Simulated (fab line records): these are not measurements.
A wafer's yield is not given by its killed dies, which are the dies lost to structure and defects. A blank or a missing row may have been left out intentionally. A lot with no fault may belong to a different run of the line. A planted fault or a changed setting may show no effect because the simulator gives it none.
Which tool is to blame? | flow sky130 | 14 lots with 42 wafers sampled at 4 steps, on a route of 708 steps

== WHAT THE GAUGES READ, wafer by wafer ==
SKY_CAPM_OVL_MEAS_12.
lot  | measured     | on         | CAPM_OVL (nm)
L460 | day 37 09:13 | overlay-02 | -0.8 -1.2 0.2
L461 | day 37 10:29 | overlay-01 | -1.9 -2.1 -1.9
L462 | day 38 05:48 | overlay-02 | -1.7 -1.8 -1.4
L469 | day 40 15:52 | overlay-02 | -1.6 -3.1 -0.5
L471 | day 40 23:17 | overlay-02 | -0.4 -4.2 -4.2
L472 | day 41 00:23 | overlay-02 | 0.4 0.3 -1.2
L473 | day 41 15:40 | overlay-01 | -0.2 -1.3 1.5
L474 | day 41 21:54 | overlay-01 | -2.5 -1.7 -0.7
L475 | day 42 04:14 | overlay-02 | -0.2 0.5 0.2
L476 | day 42 11:01 | overlay-01 | 1.2 0.7 -0.7
L479 | day 42 23:44 | overlay-01 | -1.0 -1.4 0.2
L481 | day 43 07:26 | overlay-01 | -3.0 -1.3 -0.9
L482 | day 43 20:14 | overlay-01 | -2.2 -3.1 0.6
L483 | day 44 08:47 | overlay-01 | -0.7 -0.8 -0.1

SKY_METAL3_CD_MEAS_13: the cd target is 300 nm.
lot  | measured     | on        | cd-nm (nm)
L460 | day 38 12:02 | cd-sem-02 | 298.2 298.4 299.0
L461 | day 38 12:49 | cd-sem-01 | 300.2 301.0 300.0
L462 | day 39 07:11 | cd-sem-02 | 301.1 298.8 300.6
L469 | day 41 16:23 | cd-sem-02 | 299.3 297.6 299.3
L471 | day 41 23:52 | cd-sem-02 | 302.3 300.7 302.2
L472 | day 42 01:07 | cd-sem-01 | 300.1 300.0 300.9
L473 | day 42 15:59 | cd-sem-01 | 299.5 301.1 299.6
L474 | day 42 21:59 | cd-sem-01 | 302.1 301.6 301.0
L475 | day 43 03:46 | cd-sem-01 | 300.0 300.0 300.4
L476 | day 43 09:55 | cd-sem-02 | 302.0 301.9 301.0
L479 | day 43 23:58 | cd-sem-02 | 299.7 299.9 300.1
L481 | day 44 06:18 | cd-sem-01 | 300.0 299.5 299.0
L482 | day 44 18:57 | cd-sem-02 | 300.9 299.9 300.1
L483 | day 45 07:05 | cd-sem-02 | 299.2 300.0 299.4

== WHICH TOOL RAN EACH LOT (tool, then ch and the chambers of the sampled wafers, then the start) ==
lot  | SKY_METAL3_SPUTTER_02        | SKY_METAL3_SPUTTER_04
L460 | pvd-sputter-02, day 36 06:32 | pvd-sputter-02, day 36 06:35
L461 | pvd-sputter-03, day 36 08:03 | pvd-sputter-03, day 36 08:07
L462 | pvd-sputter-01, day 37 03:59 | pvd-sputter-01, day 37 04:03
L469 | pvd-sputter-01, day 39 15:08 | pvd-sputter-01, day 39 15:11
L471 | pvd-sputter-02, day 39 22:33 | pvd-sputter-02, day 39 22:37
L472 | pvd-sputter-02, day 39 23:58 | pvd-sputter-02, day 40 00:01
L473 | pvd-sputter-01, day 40 15:56 | pvd-sputter-01, day 40 15:59
L474 | pvd-sputter-03, day 40 22:16 | pvd-sputter-03, day 40 22:20
L475 | pvd-sputter-01, day 41 04:25 | pvd-sputter-01, day 41 04:28
L476 | pvd-sputter-01, day 41 11:03 | pvd-sputter-01, day 41 11:07
L479 | pvd-sputter-03, day 42 01:07 | pvd-sputter-03, day 42 01:11
L481 | pvd-sputter-01, day 42 08:17 | pvd-sputter-01, day 42 08:20
L482 | pvd-sputter-01, day 42 21:07 | pvd-sputter-01, day 42 21:10
L483 | pvd-sputter-01, day 43 10:40 | pvd-sputter-01, day 43 10:43
- SKY_METAL3_SPUTTER_02: material AlCu, target thk 735 nm, time 39.1 s.
- SKY_METAL3_SPUTTER_04: material TiN, target thk 70 nm, time 59.98 s.

== WHAT THE TOOLS THEMSELVES READ (means of the sampled wafers that have a number; where no wafer has one, the mark that the record gives instead) ==
SKY_METAL3_SPUTTER_02.
lot  | tool           | throttle-valve-pct (%)
L460 | pvd-sputter-02 | 30.4
L461 | pvd-sputter-03 | 29.8
L462 | pvd-sputter-01 | 29.9
L469 | pvd-sputter-01 | 31.4
L471 | pvd-sputter-02 | 30.8
L472 | pvd-sputter-02 | 30.4
L473 | pvd-sputter-01 | 31.8
L474 | pvd-sputter-03 | 30.7
L475 | pvd-sputter-01 | 30.9
L476 | pvd-sputter-01 | 31.0
L479 | pvd-sputter-03 | 31.4
L481 | pvd-sputter-01 | 30.6
L482 | pvd-sputter-01 | 32.2
L483 | pvd-sputter-01 | 31.8

SKY_METAL3_SPUTTER_04.
lot  | tool           | throttle-valve-pct (%)
L460 | pvd-sputter-02 | 30.4
L461 | pvd-sputter-03 | 29.6
L462 | pvd-sputter-01 | 30.1
L469 | pvd-sputter-01 | 31.3
L471 | pvd-sputter-02 | 30.8
L472 | pvd-sputter-02 | 30.4
L473 | pvd-sputter-01 | 31.8
L474 | pvd-sputter-03 | 30.7
L475 | pvd-sputter-01 | 30.8
L476 | pvd-sputter-01 | 30.9
L479 | pvd-sputter-03 | 31.3
L481 | pvd-sputter-01 | 30.6
L482 | pvd-sputter-01 | 32.1
L483 | pvd-sputter-01 | 31.9

== THE ANSWER, worked out from the rows above alone ==
Rule: what is usual is taken from the lots themselves. The widest of any qualifying gaps counts: lots, ordered by their means at a reading, are off when they make up no more than a third of the lots, leave a main group of 4 or more, and stand apart from it by 3 or more times the standard deviation of that group's means. A main group whose means are all the same, to the digits that the tables above print for the reading, isn't used. A lot without any number at a reading at which 4 lots or more have one is off too. The other lots that the step has rows for count as sound. The gauges are gone through in route order, then the tools' own readings, and for those a lot's mean is taken as printed above. The first step at which some lot is off is used, and at that step the reading that is off furthest; a lot without a number counts as furthest.
Across all readings shown, no lot is off: no conclusion can be drawn from this.

== WHAT WAS PUT IN BY THE SIMULATOR ==
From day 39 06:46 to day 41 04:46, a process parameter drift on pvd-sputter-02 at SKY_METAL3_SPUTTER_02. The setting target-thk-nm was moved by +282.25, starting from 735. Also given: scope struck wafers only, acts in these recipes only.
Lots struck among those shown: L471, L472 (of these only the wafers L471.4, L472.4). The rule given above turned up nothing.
